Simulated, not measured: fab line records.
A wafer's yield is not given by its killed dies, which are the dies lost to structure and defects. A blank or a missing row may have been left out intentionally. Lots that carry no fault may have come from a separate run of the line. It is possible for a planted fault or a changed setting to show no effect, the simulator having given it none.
Tool commonality check    flow gf180mcu    12 lots, 36 wafers sampled

## WHY THIS WAS OPENED
2 of 12 lots carry a flag on the reading NSD_RS at GF_PSD_RS_MEAS_14. Fault-free wafers read 46.20 ohm/sq, with a standard deviation of 0.086.
Rule: a lot is flagged in two cases, either no wafer of it has a number, or all its wafers with numbers fall more than 4 standard deviations from that mean. The other lots count as sound.

lot   measured      on             NSD_RS (ohm/sq), wafer by wafer  flag
L735  day 14 03:45  film_metro-01  46.09 46.26 46.15                
L736  day 14 12:55  film_metro-02  46.05 46.12 46.12                
L738  day 15 09:27  film_metro-01  46.28 46.34 46.23                
L739  day 15 17:41  film_metro-02  46.20 46.28 46.17                
L740  day 15 23:50  film_metro-03  46.10 46.23 46.21                
L741  day 16 06:28  film_metro-01  46.34 46.27 46.22                
L742  day 16 15:51  film_metro-02  46.10 46.14 46.07                
L744  day 17 08:25  film_metro-02  46.22 46.17 46.11                
L745  day 17 20:08  film_metro-01  46.30 46.25 46.42                
L749  day 19 04:46  film_metro-02  46.15 46.19 46.24                
L750  day 19 13:38  film_metro-01  44.12 44.10 44.12                FLAGGED
L751  day 19 23:28  film_metro-01  44.16 44.17 44.13                FLAGGED
The mean of the flagged lots' numbers is 44.13 ohm/sq, -2.07 ohm/sq from the usual (-24 standard deviations).

## EACH LOT AND THE TOOL IT RAN ON
The record keeps 1 process step preceding the reading, out of 602 steps on the route. Read each cell as the tool, then ch plus the chambers that the sampled wafers visited, then the start.
lot   flag     GF_PSD_RTA_13
L735           rtp_anneal-02 ch 0, day 14 03:40
L736           rtp_anneal-01 ch 0, day 14 12:49
L738           rtp_anneal-01 ch 0, day 15 09:22
L739           rtp_anneal-01 ch 0, day 15 17:35
L740           rtp_anneal-01 ch 0, day 15 23:44
L741           rtp_anneal-01 ch 0, day 16 06:23
L742           rtp_anneal-02 ch 0, day 16 15:43
L744           rtp_anneal-01 ch 0, day 17 08:20
L745           rtp_anneal-01 ch 0, day 17 20:03
L749           rtp_anneal-02 ch 0, day 19 04:41
L750  FLAGGED  rtp_anneal-01 ch 0, day 19 13:33
L751  FLAGGED  rtp_anneal-01 ch 0, day 19 23:22
What the steps here do:
- GF_PSD_RTA_13: time 20 s.
- GF_PSD_RS_MEAS_14: measures by four-point-probe.

## FLAGGED AGAINST TOTAL, ONE TOOL AT A TIME (gauges that did the reading follow at the end)
step               tool           lots run  flagged  share of the flagged lots  sound lots run after its first flagged lot
GF_PSD_RTA_13      rtp_anneal-01  9         2        all                        0
GF_PSD_RTA_13      rtp_anneal-02  3         0        none                       -
GF_PSD_RS_MEAS_14  film_metro-01  6         2        all                        0
GF_PSD_RS_MEAS_14  film_metro-02  5         0        none                       -
GF_PSD_RS_MEAS_14  film_metro-03  1         0        none                       -

## WHAT THE TABLE PERMITS
Rows of the table that ran all the flagged lots, 2 in number: rtp_anneal-01 at GF_PSD_RTA_13; film_metro-01 at GF_PSD_RS_MEAS_14.
- rtp_anneal-01 at GF_PSD_RTA_13: 2 of its 9 lots flagged. Its last sound lot is L745 (day 17 20:03), its first flagged lot L750 (day 19 13:33): a fault that began between those two fits. Its own readings lie more than 4 standard deviations out on every wafer of the flagged lots: run_length_s.
- film_metro-01 at GF_PSD_RS_MEAS_14: 2 of its 6 lots flagged. Its last sound lot is L745 (day 17 20:08), its first flagged lot L750 (day 19 13:38): a fault that began between those two fits.
Because each of these 2 tools fits a fault that began at some hour, counting lots does not separate them. More lots, or a look at what each step does to the wafer, might.

## WHAT HAD BEEN PUT IN BY THE SIMULATOR
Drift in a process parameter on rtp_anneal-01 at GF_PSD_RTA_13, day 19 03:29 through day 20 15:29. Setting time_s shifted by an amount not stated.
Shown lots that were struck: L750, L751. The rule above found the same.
